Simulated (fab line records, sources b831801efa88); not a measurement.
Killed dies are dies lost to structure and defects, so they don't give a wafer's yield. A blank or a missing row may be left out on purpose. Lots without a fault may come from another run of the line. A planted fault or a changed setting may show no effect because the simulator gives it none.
A struck lot beside a sound one | flow sky130 | 15 steps out of a route of 708
Sound: wafers L905.1, L905.3, L905.6. Struck: wafers L895.1, L895.4, L895.5. The cause comes at the end.
At each step with rows: each side's tool, then ch and its chambers, then its first start. Under that, the readings that differ: sound wafers | struck wafers | difference of the means | sigmas: that difference in standard deviations of wafers without a fault.
alike: readings whose means differ by less than 2 such deviations, and words and numbers that are the same on both sides. not compared: withheld readings, readings that some wafer has no value for, bounds like >300 that may hide the same value, and numbers for which the record gives no deviation and whose values overlap.
The two part at a step that has a row with sigmas, a row that says differs or no value, or rows on one side only. Numbers that don't overlap but have no deviation are shown without sigmas and don't part them. A reading that every wafer of one side lacks parts them only if that side has two wafers or more.

first, 2 steps without rows for these wafers: SKY_NWELL_IMPLANT_12; SKY_NWELL_IMPLANT_13.
SKY_NWELL_STRIP_14: strips in O2/N2.
  sound on plasma_asher-04 ch 0,1, day 7 23:51; struck on plasma_asher-03 ch 0,1, day 5 13:19
  alike: drypump_motor_current_A, oes_product_au, strip_time_to_endpoint_s
  not compared: rf_hours_counter_h
SKY_NWELL_TW_MEAS_15:
  sound on film_metro-02, day 7 23:57; struck on film_metro-03, day 5 13:25
  alike: NWELL_TW
then, 7 steps without rows for these wafers: SKY_NWELL_DEHYDRATE_16 (time 60 s); SKY_NWELL_HMDS_17 (prime time 60 s); SKY_NWELL_COAT_18 (resist thk 3000 nm); SKY_NWELL_SOFTBAKE_19; SKY_NWELL_EXPOSE_20 (exposes mask NWM COMPLEMENT, target cd 840 nm); SKY_NWELL_PEB_21; SKY_NWELL_DEVELOP_22 (develop time 60 s).
SKY_NWELL_OVL_MEAS_23:
  sound on overlay-02, day 8 20:49; struck on overlay-01, day 6 08:04
  alike: NWELL_01_OVL
SKY_NWELL_IMPLANT_24:
  sound on implanter-02 ch 0, day 8 20:51; struck on implanter-03 ch 0, day 6 08:07
  reading       | sound                         | struck                        | difference | sigmas
  dose_ions_cm2 | 9.201e+12 9.215e+12 9.214e+12 | 9.541e+12 9.551e+12 9.546e+12 | +3.360e+11 | +34
SKY_NWELL_STRIP_25: strips in O2/N2.
  sound on plasma_asher-04 ch 0, day 8 21:00; struck on plasma_asher-01 ch 0,1, day 6 08:16
  alike: drypump_motor_current_A, oes_product_au, strip_time_to_endpoint_s
  not compared: rf_hours_counter_h
-- the record jumps here: 40 days lie between the struck wafers' starts before and after (it left off in module NWELL and takes up again in module PAD_OPEN, whose first step shown is number 708 of the route) --
SKY_PAD_OPEN_PROBE_99:
  sound on prober-01, day 49 03:57; struck on prober-02, day 46 13:32
  reading                                    | sound          | struck         | difference | sigmas
  model.etest.res_pwell_under_gate.rs_ohm_sq | 2257 2265 2268 | 2223 2223 2222 | -41        |
  alike: killed_at_M0_to_M3, killed_at_M4_up, killed_at_contacts, killed_at_front_end, killed_at_other, killed_dies, killed_open, killed_short

WHERE THEY PART
Only at SKY_NWELL_IMPLANT_24, within this record. Later steps at which nothing parts them and some readings are alike: SKY_NWELL_STRIP_25, SKY_PAD_OPEN_PROBE_99.

WHY: what the simulator had put in
Process parameter drift: implanter-03, from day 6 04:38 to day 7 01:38, at SKY_NWELL_IMPLANT_24. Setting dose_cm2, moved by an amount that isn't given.
